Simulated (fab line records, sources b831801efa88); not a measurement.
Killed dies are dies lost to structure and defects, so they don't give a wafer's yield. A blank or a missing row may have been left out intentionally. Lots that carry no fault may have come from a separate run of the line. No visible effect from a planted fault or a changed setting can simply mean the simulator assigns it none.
The same fault as seen by 2 desks + flow gf180mcu + numbers are kept per desk, each desk with only its own; the story behind them comes last

## AT THE TOOL OWNER'S DESK: lpcvd-02
The tool's own readings at GF_POLY_GATE_CVD_00 (deposits poly-Si, target thk 200 nm, time 1200 s): means of the sampled wafers that have a number, for each lot that ran on this tool. Marked OUT: a lot whose mean sits more than 4 standard deviations from the usual mean, which makes it out of limits; the brackets give that distance.
Columns: A = spike tc bottom C at GF_POLY_GATE_CVD_00, usual 643 C; B = spike tc centre C at GF_POLY_GATE_CVD_00, usual 619.2 C; C = spike tc lower C at GF_POLY_GATE_CVD_00, usual 620.0 C; D = spike tc upper C at GF_POLY_GATE_CVD_00, usual 620.6 C; E = susceptor temp C at GF_POLY_GATE_CVD_00, usual 620.02 C; F = zone power bottom pct at GF_POLY_GATE_CVD_00, usual 13.3 %
| lot  | first seen here | A   | B                | C                | D                | E                | F    |
|------|-----------------|-----|------------------|------------------|------------------|------------------|------|
| L517 | day 9 05:56     | 642 | 619.9            | 621.2            | 622.3            | 620.25           | 12.5 |
| L518 | day 9 11:17     | 643 | 620.8            | 620.2            | 622.6            | 620.09           | 12.5 |
| L524 | day 11 10:38    | 643 | 619.3            | 621.5            | 622.0            | 619.50           | 12.4 |
| L527 | day 12 05:17    | 644 | 620.5            | 620.6            | 622.6            | 620.27           | 12.4 |
| L528 | day 12 10:01    | 646 | 619.5            | 621.1            | 619.1            | 620.20           | 13.5 |
| L535 | day 14 16:52    | 635 | 610.2 (-7.5) OUT | 610.5 (-7.3) OUT | 610.3 (-6.8) OUT | 610.76 (-32) OUT | 13.3 |
| L536 | day 15 01:01    | 634 | 610.8 (-7.0) OUT | 611.1 (-6.8) OUT | 611.8 (-5.9) OUT | 610.92 (-31) OUT | 12.2 |
This desk's verdict: out of limits on L535, L536, starting with L535 at day 14 16:52 (spike tc centre C at GF_POLY_GATE_CVD_00). L517, L518, L524, L527, L528: within limits.

## FROM THE METROLOGY DESK
Means of the sampled wafers that have a number, per lot and without regard to the tool the lot ran on: this is what the gauges read. Marked OUT: a lot whose mean sits more than 4 standard deviations from the usual mean, which makes it out of limits; the brackets give that distance.
Columns: A = VT_IMPLANT_4_TW at GF_VT_IMPLANT_TW_MEAS_43, usual 698; B = POLY_GATE_CVD_00_THK at GF_POLY_GATE_THK_MEAS_01, usual 200.1 nm; C = HV_LDD_OVL at GF_HV_LDD_OVL_MEAS_08, usual -0.1 nm
| lot  | first seen here | A   | B               | C    |
|------|-----------------|-----|-----------------|------|
| L514 | day 7 10:04     | 683 | 199.7           | -1.6 |
| L515 | day 7 16:50     | 707 | 196.6           | 1.3  |
| L517 | day 8 06:52     | 705 | 202.0           | 1.5  |
| L518 | day 8 13:45     | 708 | 195.4           | 2.0  |
| L523 | day 10 01:49    | 686 | 197.1           | 1.1  |
| L524 | day 10 12:07    | 683 | 199.1           | -1.0 |
| L525 | day 10 16:37    | 685 | 201.6           | -0.7 |
| L526 | day 10 22:39    | 706 | 201.3           | 1.0  |
| L527 | day 11 05:12    | 696 | 199.7           | 0.2  |
| L528 | day 11 09:36    | 698 | 201.7           | 0.0  |
| L535 | day 13 12:27    | 688 | 164.0 (-16) OUT | -1.5 |
| L536 | day 13 17:04    | 704 | 160.0 (-18) OUT | -0.2 |
This desk reports L535, L536 out of limits; the earliest was L535 at day 14 18:11 (POLY_GATE_CVD_00_THK at GF_POLY_GATE_THK_MEAS_01). L514, L515, L517, L518, L523, L524, L525, L526, L527, L528: within limits.

## PUT TOGETHER
An alarm could have come from the tool owner's desk at day 14 16:52, on L535, L536.
The metrology desk could have raised an alarm at day 14 18:11, on L535, L536.
On lpcvd-02, each named lot ran GF_POLY_GATE_CVD_00.

## WHAT THE SIMULATOR HAD INSERTED
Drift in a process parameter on lpcvd-02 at GF_POLY_GATE_CVD_00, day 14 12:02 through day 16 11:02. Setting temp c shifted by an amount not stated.
Struck lots among those shown: L535, L536.
Time in hours from fault onset to the first out-of-limits reading at each desk: tool owner's desk 5, metrology desk 6.
